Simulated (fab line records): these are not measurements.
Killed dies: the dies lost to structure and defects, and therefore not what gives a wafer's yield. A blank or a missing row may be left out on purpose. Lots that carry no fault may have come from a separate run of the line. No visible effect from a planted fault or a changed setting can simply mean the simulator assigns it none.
What tool caused it? | flow gf180mcu | 39 wafers sampled from 13 lots at 1 step of a route of 602

WHAT THE GAUGES READ, wafer by wafer
GF_V5_OVL_MEAS_15. Usual: V5_OVL 3 nm, standard deviation 7.4.
lot  | measured     | on         | V5_OVL (nm) | flag
L240 | day 28 11:54 | overlay-01 | 10 13 7     |
L242 | day 28 15:28 | overlay-01 | 3 -1 4      |
L243 | day 29 04:37 | overlay-02 | 2 3 3       |
L244 | day 29 13:59 | overlay-02 | -11 -8 -11  |
L245 | day 29 15:31 | overlay-02 | 13 9 8      |
L247 | day 30 10:22 | overlay-02 | 8 16 13     |
L249 | day 31 01:16 | overlay-01 | 10 15 9     |
L254 | day 32 06:25 | overlay-01 | 1 5 2       |
L255 | day 32 06:36 | overlay-02 | 3 8 6       |
L256 | day 32 17:40 | overlay-01 | -1 0 2      |
L257 | day 32 21:16 | overlay-02 | 7 5 7       |
L258 | day 33 05:58 | overlay-01 | 6 4 -5      |
L259 | day 33 10:33 | overlay-01 | 0 -3 -6     |

WHAT TOOL EACH LOT RAN ON (gives the tool, then ch and the chambers of the sampled wafers, and finally the start)
The record shows no process step preceding these readings.

WHAT THE TOOLS THEMSELVES READ (means of the sampled wafers that have a number; where no wafer has one, the mark that the record gives instead)
The record holds no such reading with a usual standard deviation.

THE ANSWER, worked out from the rows above alone
Rule: a lot is off if the mean of its wafers that have a number lies more than 3 standard deviations from the usual mean. Also off: a lot with no number at a reading for which 4 or more lots have one. Any other lot the step has rows for is counted as sound. The gauges are gone through in route order, then the tools' own readings, and for those a lot's mean is taken as printed above. The first step at which some lot is off is used, and at that step the reading that is off furthest; a lot without a number counts as furthest.
Nothing can be told from this: no lot is off at any reading shown.

WHAT THE SIMULATOR HAD PUT IN
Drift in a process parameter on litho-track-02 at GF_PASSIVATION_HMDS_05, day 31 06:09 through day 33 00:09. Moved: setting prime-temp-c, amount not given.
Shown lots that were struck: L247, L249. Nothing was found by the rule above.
